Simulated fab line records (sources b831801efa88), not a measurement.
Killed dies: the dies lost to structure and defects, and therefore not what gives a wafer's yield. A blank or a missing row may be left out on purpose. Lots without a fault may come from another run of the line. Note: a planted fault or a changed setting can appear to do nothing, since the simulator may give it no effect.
Shared-tool check | flow sky130 | 14 lots, 42 wafers sampled

## WHY THIS WAS OPENED
At SKY_VT_ADJUST_HVTR_TW_MEAS_11 the reading VT_ADJUST_HVTR_TW is flagged on 2 of 14 lots. No-fault wafers: 209.4, standard deviation 1.9.
Rule: a lot gets a flag if all its wafers with a number sit over 4 standard deviations from that mean, or if no wafer of it has a number. All remaining lots are regarded as sound.

lot  | measured     | on            | VT_ADJUST_HVTR_TW, wafer by wafer | flag
L560 | day 9 14:04  | film_metro-02 | 212.3 210.9 211.2                 |
L562 | day 10 03:28 | film_metro-02 | 210.5 211.4 208.8                 |
L564 | day 10 21:07 | film_metro-03 | 206.6 207.2 208.2                 |
L565 | day 11 05:41 | film_metro-03 | 206.7 207.1 207.9                 |
L566 | day 11 06:37 | film_metro-02 | 210.5 211.4 209.2                 |
L567 | day 11 18:08 | film_metro-01 | 210.4 209.3 209.5                 |
L574 | day 13 20:11 | film_metro-01 | 263.6 264.6 262.9                 | FLAGGED
L575 | day 14 12:20 | film_metro-01 | 262.4 261.9 261.5                 | FLAGGED
L578 | day 15 01:58 | film_metro-03 | 206.7 206.9 205.3                 |
L579 | day 15 14:02 | film_metro-01 | 210.7 211.0 212.0                 |
L580 | day 15 21:58 | film_metro-03 | 208.1 207.3 205.7                 |
L581 | day 16 04:13 | film_metro-01 | 210.7 210.8 210.9                 |
L582 | day 16 08:16 | film_metro-03 | 206.2 207.4 206.8                 |
L583 | day 16 17:17 | film_metro-02 | 210.5 212.3 211.6                 |
On average the flagged lots' numbers are 262.8, which is +53.4 against the usual, or +28 standard deviations.

## TOOL THAT RAN EACH LOT
The record holds 1 process step before the reading, out of a route of 708 steps. In each cell: the tool, then ch and the chambers that the sampled wafers went through, then the start.
lot  | flag    | SKY_VT_ADJUST_NCORE_COAT_02
L560 |         | litho_track-02 ch 0, day 8 04:49
L562 |         | litho_track-03 ch 0, day 8 18:05
L564 |         | litho_track-03 ch 0, day 9 10:42
L565 |         | litho_track-01 ch 0, day 9 17:47
L566 |         | litho_track-01 ch 0, day 9 19:34
L567 |         | litho_track-01 ch 0, day 10 06:14
L574 | FLAGGED | litho_track-02, day 12 06:23
L575 | FLAGGED | litho_track-03, day 12 21:27
L578 |         | litho_track-03 ch 0, day 13 10:48
L579 |         | litho_track-03 ch 0, day 13 21:24
L580 |         | litho_track-03 ch 0, day 14 03:54
L581 |         | litho_track-02 ch 0, day 14 10:59
L582 |         | litho_track-02 ch 0, day 14 14:58
L583 |         | litho_track-01 ch 0, day 14 21:55
What is done by these steps:
- SKY_VT_ADJUST_NCORE_COAT_02: resist thk 1140 nm.
- SKY_VT_ADJUST_HVTR_TW_MEAS_11

## FLAGGED AGAINST TOTAL, ONE TOOL AT A TIME (gauges that did the reading follow at the end)
step                          | tool           | lots run | flagged | share of the flagged lots | sound lots run after its first flagged lot
SKY_VT_ADJUST_NCORE_COAT_02   | litho_track-01 | 4        | 0       | none                      | -
SKY_VT_ADJUST_NCORE_COAT_02   | litho_track-02 | 4        | 1       | some                      | 2 (L581,L582)
SKY_VT_ADJUST_NCORE_COAT_02   | litho_track-03 | 6        | 1       | some                      | 3 (L578,L579,L580)
SKY_VT_ADJUST_HVTR_TW_MEAS_11 | film_metro-01  | 5        | 2       | all                       | 2 (L579,L581)
SKY_VT_ADJUST_HVTR_TW_MEAS_11 | film_metro-02  | 4        | 0       | none                      | -
SKY_VT_ADJUST_HVTR_TW_MEAS_11 | film_metro-03  | 5        | 0       | none                      | -

## THE TABLE: WHAT IT ALLOWS
In the table, 1 row covers all flagged lots: film_metro-01 at SKY_VT_ADJUST_HVTR_TW_MEAS_11.
- film_metro-01 at SKY_VT_ADJUST_HVTR_TW_MEAS_11 ran 5 lots, 2 of them flagged. Sound lots followed the first flagged one (L579, L581) on it, something a lasting fault affecting the whole tool could not allow.
There is no row in the table that ran each flagged lot and no sound lot after the first.

## WHAT THE SIMULATOR HAD PUT IN
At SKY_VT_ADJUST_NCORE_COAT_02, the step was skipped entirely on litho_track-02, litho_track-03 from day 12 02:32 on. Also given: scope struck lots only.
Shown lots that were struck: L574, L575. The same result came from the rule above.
